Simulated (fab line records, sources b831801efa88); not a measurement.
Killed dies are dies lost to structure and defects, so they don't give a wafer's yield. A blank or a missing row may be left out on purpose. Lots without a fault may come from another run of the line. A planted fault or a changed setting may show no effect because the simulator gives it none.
A struck lot beside a sound one | flow gf180mcu | 17 steps out of a route of 602
Sound: wafers L791.1, L791.2, L791.4. Struck: wafer L796.6. (L796.4 of the same lot was not struck and is left out.) The cause comes at the end.
At each step with rows: each side's tool, then ch and its chambers, then its first start. Under that, the readings that differ: sound wafers | struck wafers | difference of the means | sigmas: that difference in standard deviations of wafers without a fault.
alike: readings whose means differ by less than 2 such deviations, and words and numbers that are the same on both sides. not compared: withheld readings, readings that some wafer has no value for, bounds like >300 that may hide the same value, and numbers for which the record gives no deviation and whose values overlap.
The two part at a step that has a row with sigmas, a row that says differs or no value, or rows on one side only. Numbers that don't overlap but have no deviation are shown without sigmas and don't part them. A reading that every wafer of one side lacks parts them only if that side has two wafers or more.

first, 3 steps without rows for these wafers: GF_V5_EXPOSE_11 (exposes mask Via5, target cd 260 nm); GF_V5_PEB_12 (peb time 90 s); GF_V5_DEVELOP_13 (develop time 60 s).
GF_V5_CD_MEAS_14: target cd 260 nm.
  sound on cd_sem-02, day 30 09:28; struck on cd_sem-02, day 31 17:55
  alike: cd_nm
GF_V5_OVL_MEAS_15:
  sound on overlay-02, day 30 09:35; struck on overlay-02, day 31 18:00
  alike: V5_OVL
then, 1 step without rows for these wafers: GF_V5_ETCH_16 (etches BARC in N2/H2).
GF_V5_ETCH_17: etches SiO2 in C4F8/O2/Ar, stops on TiN, target depth 855 nm.
  sound on rie_diel-03 ch 0,2,3; struck on rie_diel-04 ch 0
  alike: oes_product_au
GF_V5_STRIP_18: strips in O2/N2.
  sound on plasma_asher-03 ch 0,1, day 30 09:46; struck on plasma_asher-02 ch 1, day 31 18:13
  alike: drypump_motor_current_A, heater_power_w, o2_flow_sccm, oes_product_au
  not compared: rf_hours_counter_h
then, 2 steps without rows for these wafers: GF_V5_STRIP_19 (strips in post etch residue remover, time 1200 s); GF_V5_CLEAN_20 (cleans in DIW).
GF_V5_SPUTTER_21: material Ti, target thk 15 nm, time 80.02 s.
  sound on pvd_sputter-01, day 30 10:19; struck on pvd_sputter-04, day 31 18:43
  alike: throttle_valve_pct
GF_V5_SPUTTER_22: material TiN, target thk 10 nm, time 40 s.
  sound on pvd_sputter-01, day 30 10:22; struck on pvd_sputter-04, day 31 18:46
  alike: throttle_valve_pct
GF_V5_CVD_23: deposits W, target thk 350 nm, time 104.9 s.
  sound on cvd_w-01 ch 0,1, day 30 10:25; struck on cvd_w-01 ch 1, day 31 18:50
  reading                          | sound             | struck | difference | sigmas
  model.W_of_V5_CVD_23.thk_nm (nm) | 354.1 348.4 350.9 | 367.2  | +16.1      |
  alike: heater_power_w, susceptor_temp_C
GF_V5_RS_MEAS_24: measures by four-point-probe.
  sound on film_metro-01, day 30 10:31; struck on film_metro-01, day 31 18:59
  reading          | sound             | struck | difference | sigmas
  V5_W_RS (ohm/sq) | 0.322 0.328 0.325 | 0.310  | -0.015     | -4
GF_V5_THK_MEAS_25: measures by xrf.
  sound on film_metro-01, day 30 10:38; struck on film_metro-01, day 31 19:04
  reading       | sound       | struck | difference | sigmas
  V5_W_THK (nm) | 374 367 369 | 387    | +17        | +4
GF_V5_CMP_26: polishes, stops on SiO2, t overpolish 15 s, target thk 0 nm.
  sound on cmp-02 ch 0,2,3, day 30 10:42; struck on cmp-02 ch 0, day 31 19:17
  alike: motor_current_A
GF_PASSIVATION_PROBE_99:
  the record has rows for the struck wafers here (prober-01, day 33 08:26) and none for the sound ones

WHERE THEY PART
First at GF_V5_RS_MEAS_24; last, within this record, at GF_PASSIVATION_PROBE_99.

WHY: what the simulator had put in
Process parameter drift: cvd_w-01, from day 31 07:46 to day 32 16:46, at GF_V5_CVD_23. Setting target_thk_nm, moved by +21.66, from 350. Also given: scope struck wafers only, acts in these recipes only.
